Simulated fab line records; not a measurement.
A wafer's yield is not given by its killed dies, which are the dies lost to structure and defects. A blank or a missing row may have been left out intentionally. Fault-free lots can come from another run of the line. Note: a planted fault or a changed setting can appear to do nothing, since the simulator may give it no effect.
Which tool is to blame? / flow sky130 / 14 lots with 42 wafers sampled at 6 steps, on a route of 708 steps

== WHAT THE GAUGES READ, wafer by wafer ==
SKY_SD_N_TW_MEAS_12. Usual: SD_N_TW gives 3985 (standard deviation 32).
lot=L363; measured=day 27 03:59; on=filmMetro-02; SD_N_TW=3999 4010 4010; flag=
lot=L364; measured=day 28 02:54; on=filmMetro-03; SD_N_TW=3946 3963 3964; flag=
lot=L365; measured=day 28 04:17; on=filmMetro-03; SD_N_TW=3959 3955 3968; flag=
lot=L366; measured=day 28 13:30; on=filmMetro-02; SD_N_TW=4048 4018 4017; flag=
lot=L367; measured=day 30 00:44; on=filmMetro-02; SD_N_TW=4002 4008 4018; flag=
lot=L368; measured=day 30 07:59; on=filmMetro-04; SD_N_TW=3969 3985 3968; flag=
lot=L369; measured=day 30 08:32; on=filmMetro-03; SD_N_TW=3972 3975 3984; flag=
lot=L370; measured=day 30 08:51; on=filmMetro-02; SD_N_TW=4010 4004 3988; flag=
lot=L371; measured=day 30 14:17; on=filmMetro-02; SD_N_TW=4030 4012 3988; flag=
lot=L372; measured=day 30 23:28; on=filmMetro-04; SD_N_TW=3978 3985 3960; flag=
lot=L376; measured=day 32 03:45; on=filmMetro-02; SD_N_TW=3794 3795 3803; flag=OFF
lot=L377; measured=day 32 09:32; on=filmMetro-04; SD_N_TW=3722 3734 3722; flag=OFF
lot=L379; measured=day 33 18:05; on=filmMetro-03; SD_N_TW=3755 3758 3784; flag=OFF
lot=L378; measured=day 34 00:35; on=filmMetro-04; SD_N_TW=3715 3750 3755; flag=OFF

SKY_SD_N_RS_MEAS_16: uses a four-point probe to measure. Usual: SD_N_RS gives 68.62 ohm/sq (standard deviation 0.11).
lot=L363; measured=day 27 04:17; on=filmMetro-03; SD_N_RS (ohm/sq)=68.86 68.76 68.58; flag=
lot=L364; measured=day 28 03:11; on=filmMetro-04; SD_N_RS (ohm/sq)=68.68 68.80 68.55; flag=
lot=L365; measured=day 28 04:34; on=filmMetro-02; SD_N_RS (ohm/sq)=68.64 68.55 68.66; flag=
lot=L366; measured=day 28 13:48; on=filmMetro-02; SD_N_RS (ohm/sq)=68.56 68.56 68.56; flag=
lot=L367; measured=day 30 01:02; on=filmMetro-03; SD_N_RS (ohm/sq)=68.68 68.66 68.68; flag=
lot=L368; measured=day 30 08:16; on=filmMetro-04; SD_N_RS (ohm/sq)=68.63 68.62 68.84; flag=
lot=L369; measured=day 30 08:49; on=filmMetro-03; SD_N_RS (ohm/sq)=68.67 68.52 68.55; flag=
lot=L370; measured=day 30 09:08; on=filmMetro-04; SD_N_RS (ohm/sq)=68.56 68.66 68.84; flag=
lot=L371; measured=day 30 14:34; on=filmMetro-03; SD_N_RS (ohm/sq)=68.52 68.66 68.53; flag=
lot=L372; measured=day 30 23:46; on=filmMetro-03; SD_N_RS (ohm/sq)=68.66 68.66 68.53; flag=
lot=L376; measured=day 32 04:02; on=filmMetro-03; SD_N_RS (ohm/sq)=- - -; flag=OFF
lot=L377; measured=day 32 09:53; on=filmMetro-02; SD_N_RS (ohm/sq)=- - -; flag=OFF
lot=L379; measured=day 33 18:23; on=filmMetro-04; SD_N_RS (ohm/sq)=- - -; flag=OFF
lot=L378; measured=day 34 00:53; on=filmMetro-02; SD_N_RS (ohm/sq)=- - -; flag=OFF

SKY_CONTACT_BOW_MEAS_05. Usual: CONTACT_BOW gives 81 um (standard deviation 6.5).
lot=L363; measured=day 29 17:55; on=filmMetro-04; CONTACT_BOW (um)=77 80 72; flag=
lot=L364; measured=day 30 14:36; on=filmMetro-01; CONTACT_BOW (um)=86 85 86; flag=
lot=L365; measured=day 30 17:52; on=filmMetro-01; CONTACT_BOW (um)=77 86 86; flag=
lot=L366; measured=day 31 02:11; on=filmMetro-04; CONTACT_BOW (um)=92 73 72; flag=
lot=L367; measured=day 32 11:57; on=filmMetro-01; CONTACT_BOW (um)=83 84 80; flag=
lot=L368; measured=day 32 18:21; on=filmMetro-01; CONTACT_BOW (um)=84 77 90; flag=
lot=L369; measured=day 32 19:41; on=filmMetro-04; CONTACT_BOW (um)=85 78 68; flag=
lot=L370; measured=day 32 20:42; on=filmMetro-01; CONTACT_BOW (um)=87 78 78; flag=
lot=L371; measured=day 33 01:12; on=filmMetro-03; CONTACT_BOW (um)=80 82 103; flag=
lot=L372; measured=day 33 10:13; on=filmMetro-03; CONTACT_BOW (um)=80 88 82; flag=
lot=L376; measured=day 34 13:28; on=filmMetro-01; CONTACT_BOW (um)=69 84 73; flag=
lot=L377; measured=day 34 18:47; on=filmMetro-04; CONTACT_BOW (um)=84 80 86; flag=
lot=L379; measured=day 36 03:08; on=filmMetro-03; CONTACT_BOW (um)=89 82 90; flag=
lot=L378; measured=day 36 09:35; on=filmMetro-03; CONTACT_BOW (um)=84 76 89; flag=

== TOOL THAT RAN EACH LOT (tool first, then ch and the chambers of the sampled wafers, then the start) ==
lot=L363; SKY_SD_N_IMPLANT_09=implanter-01 ch 0, day 27 03:35; SKY_SD_N_STRIP_11=plasmaAsher-03 ch 0,1, day 27 03:53; SKY_LI_CONTACT_ETCH_14=rieDiel-01 ch 1,2, day 28 10:22
lot=L364; SKY_SD_N_IMPLANT_09=implanter-03 ch 0, day 28 02:31; SKY_SD_N_STRIP_11=plasmaAsher-03 ch 1, day 28 02:47; SKY_LI_CONTACT_ETCH_14=rieDiel-02 ch 0,1, day 29 08:11
lot=L365; SKY_SD_N_IMPLANT_09=implanter-03 ch 0, day 28 03:53; SKY_SD_N_STRIP_11=plasmaAsher-04 ch 0,1, day 28 04:11; SKY_LI_CONTACT_ETCH_14=rieDiel-02 ch 0,3, day 29 10:14
lot=L366; SKY_SD_N_IMPLANT_09=implanter-03 ch 0, day 28 13:07; SKY_SD_N_STRIP_11=plasmaAsher-03 ch 0,1, day 28 13:23; SKY_LI_CONTACT_ETCH_14=rieDiel-02 ch 0,1,3, day 29 19:14
lot=L367; SKY_SD_N_IMPLANT_09=implanter-01 ch 0, day 30 00:22; SKY_SD_N_STRIP_11=plasmaAsher-01 ch 0,1, day 30 00:38; SKY_LI_CONTACT_ETCH_14=rieDiel-02 ch 0,1, day 31 06:16
lot=L368; SKY_SD_N_IMPLANT_09=implanter-03 ch 0, day 30 07:35; SKY_SD_N_STRIP_11=plasmaAsher-03 ch 0,1, day 30 07:53; SKY_LI_CONTACT_ETCH_14=rieDiel-01 ch 0,3, day 31 12:37
lot=L369; SKY_SD_N_IMPLANT_09=implanter-01 ch 0, day 30 08:08; SKY_SD_N_STRIP_11=plasmaAsher-04 ch 0,1, day 30 08:26; SKY_LI_CONTACT_ETCH_14=rieDiel-02 ch 0,2,3, day 31 13:20
lot=L370; SKY_SD_N_IMPLANT_09=implanter-02 ch 0, day 30 08:28; SKY_SD_N_STRIP_11=plasmaAsher-03 ch 0,1, day 30 08:44; SKY_LI_CONTACT_ETCH_14=rieDiel-03 ch 1,2,3, day 31 14:13
lot=L371; SKY_SD_N_IMPLANT_09=implanter-02 ch 0, day 30 13:53; SKY_SD_N_STRIP_11=plasmaAsher-04 ch 0,1, day 30 14:11; SKY_LI_CONTACT_ETCH_14=rieDiel-02 ch 0,1,2, day 31 19:10
lot=L372; SKY_SD_N_IMPLANT_09=implanter-03 ch 0, day 30 23:05; SKY_SD_N_STRIP_11=plasmaAsher-04 ch 0,1, day 30 23:22; SKY_LI_CONTACT_ETCH_14=rieDiel-03 ch 1,2, day 32 04:52
lot=L376; SKY_SD_N_IMPLANT_09=implanter-03 ch 0, day 32 03:22; SKY_SD_N_STRIP_11=plasmaAsher-03 ch 0,1, day 32 03:38; SKY_LI_CONTACT_ETCH_14=rieDiel-02 ch 1,2,3, day 33 08:05
lot=L377; SKY_SD_N_IMPLANT_09=implanter-03 ch 0, day 32 09:08; SKY_SD_N_STRIP_11=plasmaAsher-03 ch 0,1, day 32 09:26; SKY_LI_CONTACT_ETCH_14=rieDiel-01 ch 2,3, day 33 13:29
lot=L379; SKY_SD_N_IMPLANT_09=implanter-03 ch 0, day 33 17:41; SKY_SD_N_STRIP_11=plasmaAsher-03 ch 0,1, day 33 17:59; SKY_LI_CONTACT_ETCH_14=rieDiel-01 ch 0,1, day 34 22:28
lot=L378; SKY_SD_N_IMPLANT_09=implanter-03 ch 0, day 34 00:13; SKY_SD_N_STRIP_11=plasmaAsher-03 ch 0,1, day 34 00:29; SKY_LI_CONTACT_ETCH_14=rieDiel-02 ch 1,2,3, day 35 04:49
- SKY_SD_N_IMPLANT_09
- SKY_SD_N_STRIP_11: strips in O2/N2.
- SKY_LI_CONTACT_ETCH_14: etches BARC in N2/H2, stops on SiO2, time 45.9 s, target depth 60 nm.

== WHAT THE TOOLS THEMSELVES READ (means of the sampled wafers that have a number; where no wafer has one, the mark that the record gives instead) ==
SKY_SD_N_IMPLANT_09. Usual: beamEnergyKeV 50.000, standard deviation 0.013.
lot=L363 tool=implanter-01 beamEnergyKeV=50.001 flag=
lot=L364 tool=implanter-03 beamEnergyKeV=49.998 flag=
lot=L365 tool=implanter-03 beamEnergyKeV=50.002 flag=
lot=L366 tool=implanter-03 beamEnergyKeV=50.006 flag=
lot=L367 tool=implanter-01 beamEnergyKeV=49.992 flag=
lot=L368 tool=implanter-03 beamEnergyKeV=50.010 flag=
lot=L369 tool=implanter-01 beamEnergyKeV=49.989 flag=
lot=L370 tool=implanter-02 beamEnergyKeV=49.998 flag=
lot=L371 tool=implanter-02 beamEnergyKeV=50.015 flag=
lot=L372 tool=implanter-03 beamEnergyKeV=49.990 flag=
lot=L376 tool=implanter-03 beamEnergyKeV=49.987 flag=
lot=L377 tool=implanter-03 beamEnergyKeV=49.999 flag=
lot=L379 tool=implanter-03 beamEnergyKeV=49.994 flag=
lot=L378 tool=implanter-03 beamEnergyKeV=50.001 flag=

SKY_SD_N_STRIP_11. Usual: drypumpMotorCurrentA 5.6 A, standard deviation 0.38; oesProductAu 0.527 a.u., standard deviation 0.0046; stripTimeToEndpointS 22.56 s, standard deviation 0.04.
lot=L363; tool=plasmaAsher-03; drypumpMotorCurrentA (A)=5.7; oesProductAu (a.u.)=0.523; stripTimeToEndpointS (s)=22.54; flag=
lot=L364; tool=plasmaAsher-03; drypumpMotorCurrentA (A)=5.8; oesProductAu (a.u.)=0.530; stripTimeToEndpointS (s)=22.57; flag=
lot=L365; tool=plasmaAsher-04; drypumpMotorCurrentA (A)=6.1; oesProductAu (a.u.)=0.531; stripTimeToEndpointS (s)=22.61; flag=
lot=L366; tool=plasmaAsher-03; drypumpMotorCurrentA (A)=5.7; oesProductAu (a.u.)=0.523; stripTimeToEndpointS (s)=22.55; flag=
lot=L367; tool=plasmaAsher-01; drypumpMotorCurrentA (A)=5.1; oesProductAu (a.u.)=0.524; stripTimeToEndpointS (s)=22.56; flag=
lot=L368; tool=plasmaAsher-03; drypumpMotorCurrentA (A)=5.7; oesProductAu (a.u.)=0.530; stripTimeToEndpointS (s)=22.52; flag=
lot=L369; tool=plasmaAsher-04; drypumpMotorCurrentA (A)=6.0; oesProductAu (a.u.)=0.529; stripTimeToEndpointS (s)=22.55; flag=
lot=L370; tool=plasmaAsher-03; drypumpMotorCurrentA (A)=5.6; oesProductAu (a.u.)=0.529; stripTimeToEndpointS (s)=22.53; flag=
lot=L371; tool=plasmaAsher-04; drypumpMotorCurrentA (A)=6.1; oesProductAu (a.u.)=0.531; stripTimeToEndpointS (s)=22.59; flag=
lot=L372; tool=plasmaAsher-04; drypumpMotorCurrentA (A)=6.0; oesProductAu (a.u.)=0.528; stripTimeToEndpointS (s)=22.54; flag=
lot=L376; tool=plasmaAsher-03; drypumpMotorCurrentA (A)=5.6; oesProductAu (a.u.)=0.519; stripTimeToEndpointS (s)=23.28; flag=OFF
lot=L377; tool=plasmaAsher-03; drypumpMotorCurrentA (A)=5.6; oesProductAu (a.u.)=0.514; stripTimeToEndpointS (s)=23.33; flag=OFF
lot=L379; tool=plasmaAsher-03; drypumpMotorCurrentA (A)=5.7; oesProductAu (a.u.)=0.512; stripTimeToEndpointS (s)=23.33; flag=OFF
lot=L378; tool=plasmaAsher-03; drypumpMotorCurrentA (A)=5.6; oesProductAu (a.u.)=0.517; stripTimeToEndpointS (s)=23.32; flag=OFF

SKY_LI_CONTACT_ETCH_14. Usual: biasW 100.0 W, standard deviation 0.32; drypumpMotorCurrentA 5.9 A, standard deviation 0.48; oesProductAu 0.855 a.u., standard deviation 0.0044; throttleValvePct 13.226 %, standard deviation 0.0093.
lot=L363; tool=rieDiel-01; biasW (W)=100.1; drypumpMotorCurrentA (A)=5.4; oesProductAu (a.u.)=0.858; throttleValvePct (%)=13.223; flag=
lot=L364; tool=rieDiel-02; biasW (W)=99.8; drypumpMotorCurrentA (A)=5.9; oesProductAu (a.u.)=0.861; throttleValvePct (%)=13.215; flag=
lot=L365; tool=rieDiel-02; biasW (W)=100.0; drypumpMotorCurrentA (A)=6.1; oesProductAu (a.u.)=0.856; throttleValvePct (%)=13.229; flag=
lot=L366; tool=rieDiel-02; biasW (W)=100.0; drypumpMotorCurrentA (A)=5.9; oesProductAu (a.u.)=0.857; throttleValvePct (%)=13.231; flag=
lot=L367; tool=rieDiel-02; biasW (W)=100.0; drypumpMotorCurrentA (A)=5.9; oesProductAu (a.u.)=0.856; throttleValvePct (%)=13.226; flag=
lot=L368; tool=rieDiel-01; biasW (W)=100.3; drypumpMotorCurrentA (A)=5.6; oesProductAu (a.u.)=0.854; throttleValvePct (%)=13.231; flag=
lot=L369; tool=rieDiel-02; biasW (W)=100.1; drypumpMotorCurrentA (A)=6.1; oesProductAu (a.u.)=0.857; throttleValvePct (%)=13.226; flag=
lot=L370; tool=rieDiel-03; biasW (W)=99.7; drypumpMotorCurrentA (A)=6.0; oesProductAu (a.u.)=0.851; throttleValvePct (%)=13.246; flag=
lot=L371; tool=rieDiel-02; biasW (W)=100.3; drypumpMotorCurrentA (A)=6.1; oesProductAu (a.u.)=0.858; throttleValvePct (%)=13.221; flag=
lot=L372; tool=rieDiel-03; biasW (W)=100.3; drypumpMotorCurrentA (A)=6.4; oesProductAu (a.u.)=0.854; throttleValvePct (%)=13.223; flag=
lot=L376; tool=rieDiel-02; biasW (W)=100.4; drypumpMotorCurrentA (A)=5.9; oesProductAu (a.u.)=0.853; throttleValvePct (%)=13.218; flag=
lot=L377; tool=rieDiel-01; biasW (W)=99.7; drypumpMotorCurrentA (A)=5.7; oesProductAu (a.u.)=0.851; throttleValvePct (%)=13.227; flag=
lot=L379; tool=rieDiel-01; biasW (W)=100.1; drypumpMotorCurrentA (A)=5.6; oesProductAu (a.u.)=0.857; throttleValvePct (%)=13.223; flag=
lot=L378; tool=rieDiel-02; biasW (W)=99.8; drypumpMotorCurrentA (A)=5.9; oesProductAu (a.u.)=0.854; throttleValvePct (%)=13.222; flag=

== THE ANSWER, worked out from the rows above alone ==
Rule: lot off if the mean of its wafers having a number is beyond 3 standard deviations from the usual mean. A lot without any number at a reading at which 4 lots or more have one is off too. Any other lot the step has rows for is counted as sound. Order of review: gauges by route order, followed by the tools' own readings, for which a lot's mean as printed above is used. The first step at which some lot is off is used, and at that step the reading that is off furthest; a lot without a number counts as furthest.
Off: L376, L377, L379, L378, at SKY_SD_N_TW_MEAS_12 (SD_N_TW).
A tool fits if, at a process step before that reading, it ran every lot that is off, and no sound lot after the first of them. Not tried: the gauges at SKY_SD_N_TW_MEAS_12; whatever is off there is also off at SKY_SD_N_STRIP_11, on other tools, and gauge error can't account for it. 2 tools fit, implanter-03 at SKY_SD_N_IMPLANT_09 and plasmaAsher-03 at SKY_SD_N_STRIP_11, so this cannot tell which one it is.

== WHAT THE SIMULATOR HAD INSERTED ==
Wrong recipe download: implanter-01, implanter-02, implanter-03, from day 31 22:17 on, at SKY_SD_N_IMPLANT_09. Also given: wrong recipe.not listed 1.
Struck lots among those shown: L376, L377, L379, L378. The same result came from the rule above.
